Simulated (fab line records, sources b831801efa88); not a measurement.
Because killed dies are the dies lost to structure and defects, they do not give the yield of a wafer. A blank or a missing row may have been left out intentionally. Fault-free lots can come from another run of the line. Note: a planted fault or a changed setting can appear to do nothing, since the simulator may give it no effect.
Which tool is to blame?	flow gf180mcu	Sampling: 24 lots, 72 wafers, 4 of 602 route steps

WHAT EACH GAUGE READ, for each wafer
GF_V3_THK_MEAS_03.
lot	measured	on	V3_CVD_02_THK (nm)
L074	day 21 18:47	film metro-01	858 847 870
L076	day 22 06:16	film metro-04	846 841 844
L077	day 22 08:57	film metro-03	837 860 869
L075	day 22 12:08	film metro-04	849 847 845
L078	day 23 03:55	film metro-03	841 861 842
L079	day 23 07:16	film metro-04	833 834 833
L082	day 23 22:38	film metro-03	851 871 863
L080	day 24 00:30	film metro-04	849 860 852
L081	day 24 00:15	film metro-01	852 860 851
L083	day 24 15:05	film metro-03	857 852 875
L084	day 25 03:47	film metro-04	842 851 842
L085	day 25 05:59	film metro-03	827 816 851
L086	day 25 17:47	film metro-04	841 826 851
L087	day 26 04:28	film metro-04	839 838 834
L088	day 26 11:26	film metro-03	830 848 873
L089	day 26 12:17	film metro-04	836 837 864
L090	day 27 01:23	film metro-04	850 835 829
L091	day 27 08:51	film metro-04	831 859 843
L092	day 27 11:04	film metro-01	833 841 859
L093	day 27 19:45	film metro-03	822 835 834
L094	day 28 03:35	film metro-03	824 837 852
L095	day 28 04:45	film metro-04	833 849 852
L096	day 28 13:37	film metro-04	856 843 868
L097	day 28 18:17	film metro-03	837 839 837

GF_V3_THK_MEAS_25: measures by xrf.
lot	measured	on	V3_W_THK (nm)
L074	day 22 18:41	film metro-04	332 333 333
L076	day 23 06:46	film metro-04	330 330 333
L077	day 23 09:37	film metro-03	340 331 341
L075	day 23 11:55	film metro-04	331 338 334
L078	day 24 03:17	film metro-04	340 340 336
L079	day 24 06:57	film metro-04	342 333 342
L082	day 24 22:06	film metro-03	330 329 341
L080	day 24 23:46	film metro-01	329 326 337
L081	day 24 23:12	film metro-04	339 341 336
L083	day 25 13:13	film metro-03	334 327 334
L084	day 26 01:46	film metro-03	334 336 334
L085	day 26 03:49	film metro-01	332 332 336
L086	day 26 16:25	film metro-04	332 338 335
L087	day 27 01:49	film metro-04	338 336 333
L088	day 27 09:19	film metro-01	339 340 341
L089	day 27 10:52	film metro-01	336 337 337
L090	day 27 23:05	film metro-01	342 335 344
L091	day 28 06:10	film metro-03	338 337 341
L092	day 28 08:24	film metro-03	337 338 338
L093	day 28 17:32	film metro-04	329 335 337
L094	day 29 00:01	film metro-03	341 338 338
L095	day 29 02:26	film metro-01	338 341 341
L096	day 29 10:42	film metro-04	327 338 338
L097	day 29 15:06	film metro-03	336 336 339

EACH LOT AND THE TOOL THAT RAN IT (in order: tool; ch and the chambers of the sampled wafers; start)
lot	GF_M1_METAL_ETCH_16	GF_V3_SPUTTER_22
L074	rie metal-04 ch 0,1, day 17 11:08	pvd sputter-04, day 22 18:24
L076	rie metal-03 ch 0,1, day 17 21:59	pvd sputter-04, day 23 06:23
L077	rie metal-01 ch 0,1, day 18 01:56	pvd sputter-03, day 23 09:20
L075	rie metal-03 ch 0,1, day 18 03:59	pvd sputter-02, day 23 11:38
L078	rie metal-01 ch 0,1, day 18 21:26	pvd sputter-04, day 24 03:01
L079	rie metal-03 ch 0,1, day 19 01:26	pvd sputter-02, day 24 06:41
L082	rie metal-03 ch 0, day 19 16:37	pvd sputter-02, day 24 21:49
L080	rie metal-04 ch 0,1, day 19 18:46	pvd sputter-02, day 24 23:29
L081	rie metal-01 ch 0,1, day 19 19:25	pvd sputter-02, day 24 22:55
L083	rie metal-01 ch 0,1, day 20 11:52	pvd sputter-04, day 25 12:55
L084	rie metal-01 ch 0, day 21 02:01	pvd sputter-04, day 26 01:29
L085	rie metal-04 ch 0,1, day 21 02:58	pvd sputter-02, day 26 03:32
L086	rie metal-03 ch 0,1, day 21 17:11	pvd sputter-04, day 26 16:08
L087	rie metal-01 ch 0, day 22 05:17	pvd sputter-03, day 27 01:32
L088	rie metal-03 ch 0,1, day 22 15:34	pvd sputter-03, day 27 09:03
L089	rie metal-04 ch 0,1, day 22 16:40	pvd sputter-02, day 27 10:35
L090	rie metal-04 ch 0,1, day 23 04:31	pvd sputter-04, day 27 22:48
L091	rie metal-04 ch 0,1, day 23 11:25	pvd sputter-04, day 28 05:53
L092	rie metal-03 ch 0,1, day 23 15:43	pvd sputter-04, day 28 08:07
L093	rie metal-04 ch 0,1, day 24 01:38	pvd sputter-02, day 28 17:16
L094	rie metal-04 ch 0,1, day 24 10:20	pvd sputter-02, day 28 23:44
L095	rie metal-04 ch 0,1, day 24 12:34	pvd sputter-02, day 29 02:10
L096	rie metal-04 ch 0,1, day 24 19:38	pvd sputter-02, day 29 10:25
L097	rie metal-04 ch 0,1, day 25 01:41	pvd sputter-04, day 29 14:50
- GF_M1_METAL_ETCH_16: etches the open film in Cl2/BCl3, stops on SiO2, target depth 750.8 nm, time 125.1 s.
- GF_V3_SPUTTER_22: material TiN, target thk 10 nm, time 40 s.

AS READ BY THE TOOLS THEMSELVES (means over the sampled wafers that have a number; for cases with no such wafer, the mark the record gives instead)
GF_M1_METAL_ETCH_16.
lot	tool	drypump motor current A (A)	oes product au (a.u.)	throttle valve pct (%)
L074	rie metal-04	6.2	0.995	28.230
L076	rie metal-03	6.0	0.990	28.240
L077	rie metal-01	6.0	0.997	28.230
L075	rie metal-03	6.0	0.984	28.238
L078	rie metal-01	5.4	0.996	28.224
L079	rie metal-03	6.0	0.987	28.232
L082	rie metal-03	5.8	0.992	28.214
L080	rie metal-04	5.8	0.992	28.224
L081	rie metal-01	6.0	0.988	28.227
L083	rie metal-01	5.4	0.991	28.224
L084	rie metal-01	4.8	0.997	28.233
L085	rie metal-04	5.8	0.997	28.225
L086	rie metal-03	5.9	0.993	28.221
L087	rie metal-01	4.8	1.000	28.226
L088	rie metal-03	5.9	0.989	28.236
L089	rie metal-04	5.9	0.996	28.222
L090	rie metal-04	5.9	0.996	28.232
L091	rie metal-04	5.9	0.989	28.228
L092	rie metal-03	6.0	0.990	28.222
L093	rie metal-04	6.2	0.994	28.222
L094	rie metal-04	6.2	0.996	28.221
L095	rie metal-04	6.2	0.998	28.219
L096	rie metal-04	6.2	0.996	28.228
L097	rie metal-04	5.8	1.001	28.220

GF_V3_SPUTTER_22.
lot	tool	cathode dc power W (W)	throttle valve pct (%)
L074	pvd sputter-04	4000.0	28.9
L076	pvd sputter-04	4000.3	29.8
L077	pvd sputter-03	3999.6	31.1
L075	pvd sputter-02	3999.9	30.7
L078	pvd sputter-04	4000.0	28.1
L079	pvd sputter-02	3999.2	30.2
L082	pvd sputter-02	3999.6	31.3
L080	pvd sputter-02	3999.6	30.8
L081	pvd sputter-02	3999.7	30.7
L083	pvd sputter-04	4000.6	28.9
L084	pvd sputter-04	4000.7	28.8
L085	pvd sputter-02	4000.2	29.7
L086	pvd sputter-04	4000.7	28.8
L087	pvd sputter-03	4000.0	30.9
L088	pvd sputter-03	4000.6	30.9
L089	pvd sputter-02	3999.8	30.8
L090	pvd sputter-04	4000.2	29.1
L091	pvd sputter-04	3999.3	29.6
L092	pvd sputter-04	3999.5	29.4
L093	pvd sputter-02	3999.9	31.2
L094	pvd sputter-02	3999.8	31.2
L095	pvd sputter-02	4000.1	30.8
L096	pvd sputter-02	4000.2	29.9
L097	pvd sputter-04	3999.9	29.0

THE ANSWER, worked out from the rows above alone
Rule: the usual values come from the lots themselves. The widest of any qualifying gaps counts: lots, ordered by their means at a reading, are off when they make up no more than a third of the lots, leave a main group of 4 or more, and stand apart from it by 3 or more times the standard deviation of that group's means. Not used: any main group whose means are identical at the precision the tables above print for the reading. A lot without any number at a reading at which 4 lots or more have one is off too. Where the step has rows for the other lots, those lots are counted as sound. The gauges are gone through in route order, then the tools' own readings, and for those a lot's mean is taken as printed above. The first step at which some lot is off is used, and at that step the reading that is off furthest; a lot without a number counts as furthest.
Nothing can be told from this: no lot is off at any reading shown.

WHAT WAS PUT IN BY THE SIMULATOR
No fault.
